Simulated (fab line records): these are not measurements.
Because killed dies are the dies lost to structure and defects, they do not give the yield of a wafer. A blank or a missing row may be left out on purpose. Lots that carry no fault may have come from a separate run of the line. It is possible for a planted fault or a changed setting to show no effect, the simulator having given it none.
Comparing a struck lot with a sound one	flow sky130	16 steps out of a route of 708
Sound: wafers L846.2, L846.4, L846.5. Struck: wafer L857.3. (L857.4 of the same lot was not struck and is left out.) The cause comes at the end.
At each step with rows: each side's tool, then ch and its chambers, then its first start. Under that, the readings that differ: sound wafers	struck wafers	difference of the means	sigmas: that difference in standard deviations of wafers without a fault.
alike: readings with means less than 2 such deviations apart, plus words and numbers identical on both sides. not compared: withheld readings, readings lacking a value on some wafer, bounds such as >300 that could conceal the same value, and numbers that have no deviation in the record and whose values overlap.
A row with sigmas, a row that says differs or no value, or rows on one side alone: a step with any of these is where the two part. Non-overlapping numbers with no deviation appear without sigmas and do not part them. Lack of a reading on every wafer of one side parts them only where that side has two or more wafers.

first, 8 steps without rows for these wafers: SKY_POLY_GATE_DEHYDRATE_05 (time 60 s); SKY_POLY_GATE_HMDS_06 (prime time 60 s); SKY_POLY_GATE_COAT_07 (resist thk 110 nm); SKY_POLY_GATE_COAT_08 (resist thk 450 nm); SKY_POLY_GATE_SOFTBAKE_09 (time 90 s); SKY_POLY_GATE_EXPOSE_10 (exposes mask P1M, target cd 150 nm); SKY_POLY_GATE_PEB_11; SKY_POLY_GATE_DEVELOP_12 (develop time 60 s).
SKY_POLY_GATE_CD_MEAS_13 targets a cd of 150 nm.
  sound: cdSem-02 at day 18 02:45; struck: cdSem-02 at day 23 18:38
  alike: cdNm
SKY_POLY_GATE_OVL_MEAS_14:
  sound: overlay-01 at day 18 02:52; struck: overlay-02 at day 23 18:43
reading	sound	struck	difference	sigmas
POLY_GATE_OVL (nm)	2 9 6	-5	-11	-2
SKY_POLY_GATE_ETCH_15: etches BARC in N2/H2, stops on SiO2, time 118.5 s, target depth 110 nm.
  sound on rieDiel-02 ch 0,3, day 18 02:53; struck on rieDiel-01 ch 0, day 23 18:47
reading	sound	struck	difference	sigmas
runLengthS (s)	147.5 147.6 147.4	146.5	-1.0	-2
  alike: drypumpMotorCurrentA, oesProductAu, throttleValvePct
  not compared: rfHoursCounterH
SKY_POLY_GATE_ETCH_16: etches Si3N4 in CH3F/O2, stops on poly-Si, time 147.5 s, target depth 75 nm.
  sound on rieDiel-02 ch 0,3, day 18 02:58; struck on rieDiel-01 ch 0, day 23 18:55
reading	sound	struck	difference	sigmas
ch3fFlowSccm (sccm)	40.29 40.11 40.13	39.90	-0.28	-2
runLengthS (s)	176.4 177.0 176.1	175.6	-0.9	-2
  alike: drypumpMotorCurrentA, oesProductAu, throttleValvePct
  not compared: rfHoursCounterH
SKY_POLY_GATE_ETCH_17: etches poly-Si in HBr/Cl2, stops on SiO2, target depth 180 nm, time 70.5 s.
  sound on rieSi-02 ch 0,3, day 18 03:04; struck on rieSi-02 ch 0, day 23 19:01
reading	sound	struck	difference	sigmas
oesProductAu (a.u.)	0.972 0.973 0.976	0.841	-0.133	-17
runLengthS (s)	98.9 98.6 99.2	118.5	+19.6	+47
model.KrF-thick_of_POLY_GATE_COAT_08.thkNm (nm)	139.2 141.1 140.2	111.2	-29.0	
model.SiO2_of_SONOS_ONO_CVD_04.thkNm (nm)	4.166 4.208 4.093	3.347	-0.809	
  alike: HBr_flow_sccm, drypumpMotorCurrentA, throttleValvePct
  not compared: rfHoursCounterH
SKY_POLY_GATE_STRIP_18: strips in O2/N2.
  sound on plasmaAsher-03 ch 0,1, day 18 03:08; struck on plasmaAsher-03 ch 0, day 23 19:07
reading	sound	struck	difference	sigmas
stripTimeToEndpointS (s)	3.16 3.18 3.16	2.85	-0.32	-8
  alike: drypumpMotorCurrentA, oesProductAu
  not compared: rfHoursCounterH
then, 1 step without rows for these wafers: SKY_POLY_GATE_CLEAN_19 (cleans in SC1/SC2, time 150 s).
-- here the record skips 27 days between the struck wafers' starts before and after, leaving off in module POLY_GATE and picking up in module PAD_OPEN (first step shown: number 708 of the route) --
SKY_PAD_OPEN_PROBE_99:
  sound: prober-02 at day 46 22:14; struck: prober-01 at day 50 09:13
reading	sound	struck	difference	sigmas
model.etest.tipSonos.rsOhmSq	2764 2738 2699	2361	-373	
model.etest.tipN.rsOhmSq	449.8 452.6 450.1	431.7	-19.1	
model.etest.resPdiffHv.rsOhmSq	191.9 191.5 190.3	188.4	-2.8	
  alike: killed_at_M0_to_M3, killed_at_M4_up, killedAtContacts, killedAtFrontEnd, killedAtOther, killedDies, killedOpen, killedShort

WHERE THEY PART
First at SKY_POLY_GATE_OVL_MEAS_14; last, within this record, at SKY_POLY_GATE_STRIP_18. Later steps at which nothing parts them and some readings are alike: SKY_PAD_OPEN_PROBE_99.

WHY: what the simulator had put in
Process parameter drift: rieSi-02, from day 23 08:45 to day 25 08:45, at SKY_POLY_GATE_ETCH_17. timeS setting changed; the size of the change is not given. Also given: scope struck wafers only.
